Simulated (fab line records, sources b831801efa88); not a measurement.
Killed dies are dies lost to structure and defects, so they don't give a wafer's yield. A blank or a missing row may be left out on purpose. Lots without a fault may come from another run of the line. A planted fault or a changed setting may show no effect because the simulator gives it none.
A struck lot beside a sound one | flow sky130 | 43 steps out of a route of 708
Sound: wafers L504.1, L504.3, L504.5. Struck: wafer L515.6. (L515.1, L515.5 of the same lot were not struck and are left out.) The cause comes at the end.
At each step with rows: each side's tool, then ch and its chambers, then its first start. Under that, the readings that differ: sound wafers | struck wafers | difference of the means | sigmas: that difference in standard deviations of wafers without a fault.
alike: readings whose means differ by less than 2 such deviations, and words and numbers that are the same on both sides. not compared: withheld readings, readings that some wafer has no value for, bounds like >300 that may hide the same value, and numbers for which the record gives no deviation and whose values overlap.
The two part at a step that has a row with sigmas, a row that says differs or no value, or rows on one side only. Numbers that don't overlap but have no deviation are shown without sigmas and don't part them. A reading that every wafer of one side lacks parts them only if that side has two wafers or more.

first, 3 steps without rows for these wafers: SKY_SONOS_ONO_WET_ETCH_18 (etches Si3N4 in H3PO4, target depth 15 nm, time 172 s); SKY_GATE_OXIDE_CLEAN_00 (cleans in SC1/SC2, time 150 s); SKY_GATE_OXIDE_OXIDATION_01 (stabilise 600 s, purge 300 s, target thk 10.268 nm).
SKY_GATE_OXIDE_THK_MEAS_02:
  sound on film_metro-04, day 15 19:08; struck on film_metro-03, day 19 08:43
  alike: GATE_OXIDE_OXIDATION_00_THK
then, 7 steps without rows for these wafers: SKY_GATE_OXIDE_DEHYDRATE_03 (time 60 s); SKY_GATE_OXIDE_HMDS_04 (prime time 60 s); SKY_GATE_OXIDE_COAT_05 (resist thk 1140 nm); SKY_GATE_OXIDE_SOFTBAKE_06 (time 60 s); SKY_GATE_OXIDE_EXPOSE_07 (exposes mask LVOM, target cd 600 nm); SKY_GATE_OXIDE_PEB_08; SKY_GATE_OXIDE_DEVELOP_09 (develop time 60 s).
SKY_GATE_OXIDE_OVL_MEAS_10:
  sound on overlay-01, day 16 23:10; struck on overlay-01, day 20 14:50
  alike: GATE_OXIDE_OVL
SKY_GATE_OXIDE_IMPLANT_11:
  sound on implanter-04 ch 0, day 16 23:12; struck on implanter-04 ch 0, day 20 14:53
then, 1 step without rows for these wafers: SKY_GATE_OXIDE_WET_ETCH_12 (etches SiO2 in dHF, target depth 16.8 nm, time 336 s).
SKY_GATE_OXIDE_STRIP_13: strips in O2/N2.
  sound on plasma_asher-03 ch 0,1, day 16 23:27; struck on plasma_asher-03 ch 0, day 20 15:09
  alike: drypump_motor_current_A, oes_product_au, strip_time_to_endpoint_s
  not compared: rf_hours_counter_h
SKY_GATE_OXIDE_TW_MEAS_14:
  sound on film_metro-01, day 16 23:33; struck on film_metro-03, day 20 15:15
  reading       | sound             | struck | difference | sigmas
  GATE_OXIDE_TW | 224.5 224.9 225.0 | 222.2  | -2.6       | -2
then, 3 steps without rows for these wafers: SKY_GATE_OXIDE_CLEAN_15 (cleans in SC1/SC2, time 150 s); SKY_GATE_OXIDE_OXIDATION_16 (stabilise 600 s, purge 300 s, target thk 3.57 nm); SKY_POLY_GATE_CVD_00 (deposits poly-Si, target thk 180 nm, time 720 s).
SKY_POLY_GATE_THK_MEAS_01:
  sound on film_metro-03, day 17 04:44; struck on film_metro-01, day 20 18:05
  alike: POLY_GATE_CVD_00_THK
then, 8 steps without rows for these wafers: SKY_RES_PROTECT_DEHYDRATE_00 (time 60 s); SKY_RES_PROTECT_HMDS_01 (prime time 60 s); SKY_RES_PROTECT_COAT_02 (resist thk 1140 nm); SKY_RES_PROTECT_SOFTBAKE_03 (time 60 s); SKY_RES_PROTECT_EXPOSE_04 (exposes mask RPM, target cd 1270 nm); SKY_RES_PROTECT_PEB_05; SKY_RES_PROTECT_DEVELOP_06 (develop time 60 s); SKY_POLY_GATE_IMPLANT_02.
SKY_RES_PROTECT_STRIP_07: strips in O2/N2.
  sound on plasma_asher-03 ch 0,1, day 18 10:12; struck on plasma_asher-03 ch 1, day 22 01:12
  alike: drypump_motor_current_A, oes_product_au, strip_time_to_endpoint_s
  not compared: rf_hours_counter_h
SKY_RES_PROTECT_TW_MEAS_08:
  sound on film_metro-01, day 18 10:18; struck on film_metro-04, day 22 01:18
  alike: POLY_GATE_TW
then, 2 steps without rows for these wafers: SKY_RES_PROTECT_CLEAN_09 (cleans in SC1/SC2, time 150 s); SKY_POLY_GATE_CVD_03 (deposits Si3N4 from DCS/NH3, target thk 75 nm, time 1290 s).
SKY_POLY_GATE_THK_MEAS_04:
  sound on film_metro-01, day 18 11:46; struck on film_metro-01, day 22 02:46
  alike: POLY_GATE_CVD_03_THK
then, 8 steps without rows for these wafers: SKY_POLY_GATE_DEHYDRATE_05 (time 60 s); SKY_POLY_GATE_HMDS_06 (prime time 60 s); SKY_POLY_GATE_COAT_07 (resist thk 110 nm); SKY_POLY_GATE_COAT_08 (resist thk 450 nm); SKY_POLY_GATE_SOFTBAKE_09 (time 90 s); SKY_POLY_GATE_EXPOSE_10 (exposes mask P1M, target cd 150 nm); SKY_POLY_GATE_PEB_11; SKY_POLY_GATE_DEVELOP_12 (develop time 60 s).
SKY_POLY_GATE_CD_MEAS_13: target cd 150 nm.
  sound on cd_sem-01, day 19 18:35; struck on cd_sem-01, day 23 08:57
  alike: cd_nm
-- the record jumps here: 27 days lie between the struck wafers' starts before and after (it left off in module POLY_GATE and takes up again in module PAD_OPEN, whose first step shown is number 708 of the route) --
SKY_PAD_OPEN_PROBE_99:
  sound on prober-01, day 48 08:24; struck on prober-02, day 50 07:08
  reading                                 | sound                      | struck  | difference | sigmas
  killed_at_contacts                      | 30 29 32                   | 18      | -12        | -2
  model.etest.tip_p.rs_ohm_sq_range       | 242.3 176.5 196.7          | 604.6   | +399.4     |
  model.etest.nfet_01v8.drive_ua_um_range | 8.503 7.544 7.237          | 52.31   | +44.55     |
  model.etest.pfet_01v8.drive_ua_um_range | 4.549 5.812 6.933          | 38.61   | +32.85     |
  model.etest.pfet_01v8_lvt.vt_v_range    | 0.0269 0.02571 0.03128     | 0.4657  | +0.4377    |
  model.etest.pfet_01v8.vt_v_range        | 0.006183 0.01024 0.01116   | 0.1763  | +0.1671    |
  model.etest.nfet_01v8.vt_v_range        | 0.007881 0.006314 0.004957 | 0.05426 | +0.04788   |
  alike: killed_at_M0_to_M3, killed_at_M4_up, killed_at_front_end, killed_at_other, killed_dies, killed_on_rim, killed_open, killed_short

WHERE THEY PART
First at SKY_GATE_OXIDE_TW_MEAS_14; last, within this record, at SKY_PAD_OPEN_PROBE_99.

WHY: what the simulator had put in
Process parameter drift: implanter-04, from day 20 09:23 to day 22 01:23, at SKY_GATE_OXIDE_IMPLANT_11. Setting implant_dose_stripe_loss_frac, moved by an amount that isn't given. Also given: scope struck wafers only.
